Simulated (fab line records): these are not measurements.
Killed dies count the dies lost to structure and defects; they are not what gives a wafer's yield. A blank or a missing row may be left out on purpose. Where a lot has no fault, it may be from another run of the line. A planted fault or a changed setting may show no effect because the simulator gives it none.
Split-lot study :: flow sfq-line :: 5 lots, 23 wafers read, on a route of 325 steps

ABOUT THE SPLIT
At SFQ_TRILAYER_I2_CMP_CMP_064 (polishes SiO2), the setting leave-above-ref-nm was moved away from the recipe's 200 nm on 9 of the 23 wafers read, by -7.3% to -2.0%. This setting was run at the recipe's value on the other wafers.

FROM THE SPLIT TO THE READING: what the file shows between them, 6 steps
- SFQ_TRILAYER_I2_METRO_MEASURE_065
- SFQ_TRILAYER_I2_VIA_LITHO_COAT_067: resist thk 650 nm (also split here: resist-thk-nm)
- SFQ_TRILAYER_I2_VIA_LITHO_SOFTBAKE_071
- SFQ_TRILAYER_I2_VIA_LITHO_EXPOSE_068: exposes mask I2, target cd 500 nm
- SFQ_TRILAYER_I2_VIA_LITHO_DEVELOP_069: time 60 s
- SFQ_TRILAYER_I2_VIA_BARC_OPEN_VIA_ETCH_096: etches BARC in O2, target depth 125 nm, time 41.7 s

THE READING
oes-product-au, in a.u., at SFQ_TRILAYER_I2_VIA_ETCH_VIA_ETCH_070 (etches SiO2 in CHF3, stops on Nb, target depth 260 nm). Fault-free wafers of this fab line usually give 0.854 a.u., standard deviation 0.0053 a.u.

wafer: L074.2
tool, chamber at the split: cmp-02, 3
leave-above-ref-nm as run, nm: 200
against the recipe: recipe
oes-product-au, a.u.: 0.860
against lot-mates on the recipe: -

wafer: L074.4
tool, chamber at the split: cmp-02, 1
leave-above-ref-nm as run, nm: 200
against the recipe: recipe
oes-product-au, a.u.: 0.859
against lot-mates on the recipe: -

wafer: L074.6
tool, chamber at the split: cmp-02, 2
leave-above-ref-nm as run, nm: 200
against the recipe: recipe
oes-product-au, a.u.: 0.852
against lot-mates on the recipe: -

wafer: L075.1
tool, chamber at the split: cmp-01, 3
leave-above-ref-nm as run, nm: 200
against the recipe: recipe
oes-product-au, a.u.: 0.850
against lot-mates on the recipe: -

wafer: L075.2
tool, chamber at the split: cmp-01, 0
leave-above-ref-nm as run, nm: 200
against the recipe: recipe
oes-product-au, a.u.: 0.856
against lot-mates on the recipe: -

wafer: L075.4
tool, chamber at the split: cmp-01, 1
leave-above-ref-nm as run, nm: 196.1
against the recipe: -2.0%
oes-product-au, a.u.: 0.842
against lot-mates on the recipe: -0.011

wafer: L075.5
tool, chamber at the split: cmp-01, 0
leave-above-ref-nm as run, nm: 196.1
against the recipe: -2.0%
oes-product-au, a.u.: 0.838
against lot-mates on the recipe: -0.015

wafer: L075.6
tool, chamber at the split: cmp-01, 1
leave-above-ref-nm as run, nm: 196.1
against the recipe: -2.0%
oes-product-au, a.u.: 0.846
against lot-mates on the recipe: -0.007

wafer: L078.1
tool, chamber at the split: cmp-01, 3
leave-above-ref-nm as run, nm: 194.6
against the recipe: -2.7%
oes-product-au, a.u.: 0.847
against lot-mates on the recipe: -0.004

wafer: L078.3
tool, chamber at the split: cmp-01, 2
leave-above-ref-nm as run, nm: 194.6
against the recipe: -2.7%
oes-product-au, a.u.: 0.843
against lot-mates on the recipe: -0.008

wafer: L078.4
tool, chamber at the split: cmp-01, 1
leave-above-ref-nm as run, nm: 200
against the recipe: recipe
oes-product-au, a.u.: 0.850
against lot-mates on the recipe: -

wafer: L078.5
tool, chamber at the split: cmp-01, 1
leave-above-ref-nm as run, nm: 200
against the recipe: recipe
oes-product-au, a.u.: 0.850
against lot-mates on the recipe: -

wafer: L078.6
tool, chamber at the split: cmp-01, 0
leave-above-ref-nm as run, nm: 200
against the recipe: recipe
oes-product-au, a.u.: 0.854
against lot-mates on the recipe: -

wafer: L083.1
tool, chamber at the split: cmp-01, 1
leave-above-ref-nm as run, nm: 185.3
against the recipe: -7.3%
oes-product-au, a.u.: 0.831
against lot-mates on the recipe: -0.023

wafer: L083.2
tool, chamber at the split: cmp-01, 3
leave-above-ref-nm as run, nm: 200
against the recipe: recipe
oes-product-au, a.u.: 0.856
against lot-mates on the recipe: -

wafer: L083.4
tool, chamber at the split: cmp-01, 2
leave-above-ref-nm as run, nm: 200
against the recipe: recipe
oes-product-au, a.u.: 0.848
against lot-mates on the recipe: -

wafer: L083.5
tool, chamber at the split: cmp-01, 2
leave-above-ref-nm as run, nm: 200
against the recipe: recipe
oes-product-au, a.u.: 0.857
against lot-mates on the recipe: -

wafer: L083.6
tool, chamber at the split: cmp-01, 3
leave-above-ref-nm as run, nm: 185.3
against the recipe: -7.3%
oes-product-au, a.u.: 0.810
against lot-mates on the recipe: -0.044

wafer: L085.1
tool, chamber at the split: cmp-02, 1
leave-above-ref-nm as run, nm: 200
against the recipe: recipe
oes-product-au, a.u.: 0.860
against lot-mates on the recipe: -

wafer: L085.2
tool, chamber at the split: cmp-02, 0
leave-above-ref-nm as run, nm: 200
against the recipe: recipe
oes-product-au, a.u.: 0.855
against lot-mates on the recipe: -

wafer: L085.3
tool, chamber at the split: cmp-02, 3
leave-above-ref-nm as run, nm: 200
against the recipe: recipe
oes-product-au, a.u.: 0.862
against lot-mates on the recipe: -

wafer: L085.4
tool, chamber at the split: cmp-02, 2
leave-above-ref-nm as run, nm: 187.1
against the recipe: -6.5%
oes-product-au, a.u.: 0.822
against lot-mates on the recipe: -0.037

wafer: L085.6
tool, chamber at the split: cmp-02, 2
leave-above-ref-nm as run, nm: 187.1
against the recipe: -6.5%
oes-product-au, a.u.: 0.817
against lot-mates on the recipe: -0.042

FIT RESULTS
A straight line over all 23 wafers: oes-product-au changes by +0.005 a.u. for each +1% of leave-above-ref-nm; r = +0.93; the points scatter about the line by 0.0054 a.u.
The same after taking each lot's own level away (the mean of its wafers on the recipe; 23 wafers): +0.0051 a.u. for each +1%; r = +0.93; scatter 0.0056 a.u.
According to that fit, moving leave-above-ref-nm by its largest amount changes the reading by 0.037 a.u.
The lots' own levels span 0.8513 to 0.8590 a.u., that is 1.4 times the standard deviation above.
Consequently the slope shifts little with the lot-to-lot level, the two slopes agreeing.
Check: for one of the wafers moved furthest among these (-7.3%), held out of the fit, the line's prediction against its lot-mates is -0.0421 a.u. Against them it came out at -0.0227 a.u.

OTHER SPLITS APPLIED TO THESE WAFERS
These wafers also went through other splits before the reading. Each is held against what the fit with the lots' levels taken away leaves over:
other split on the same wafers: SFQ_TRILAYER_M2_LITHO_EXPOSE_058 dose-mj
wafers away from the commonest value: 9
r with oes-product-au (lot level and that fit taken away): -0.26

other split on the same wafers: SFQ_TRILAYER_I2_VIA_LITHO_COAT_067 resist-thk-nm
wafers away from the commonest value: 10
r with oes-product-au (lot level and that fit taken away): +0.16

THE WHOLE CHAIN: every reading that the file lists as answering this split, in the file's order
step: SFQ_TRILAYER_I2_CMP_CMP_064
what it does: polishes SiO2
reading: SiO2_of_TRILAYER_I2_DEP_PECVD_063.thk-nm (the simulator's own value, which no gauge read)
change (the file's fit): +2.1 nm for each +1% of the setting
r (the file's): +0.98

step: SFQ_TRILAYER_I2_METRO_MEASURE_065
what it does: 
reading: thk-nm
change (the file's fit): +2.09 nm for each +1% of the setting
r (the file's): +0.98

step: SFQ_TRILAYER_I2_VIA_ETCH_VIA_ETCH_070
what it does: etches SiO2 in CHF3, stops on Nb, target depth 260 nm
reading: oes-product-au
change (the file's fit): +0.00503 a.u. for each +1% of the setting
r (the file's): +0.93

step: SFQ_TRILAYER_I2_VIA_ETCH_VIA_ETCH_070
what it does: etches SiO2 in CHF3, stops on Nb, target depth 260 nm
reading: I2.feature-depth-nm (the simulator's own value, which no gauge read)
change (the file's fit): +2.08 nm for each +1% of the setting
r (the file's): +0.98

THE FILE'S OWN FIT
oes-product-au changes by +0.00503 a.u. for each +1% of leave-above-ref-nm, r = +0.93.
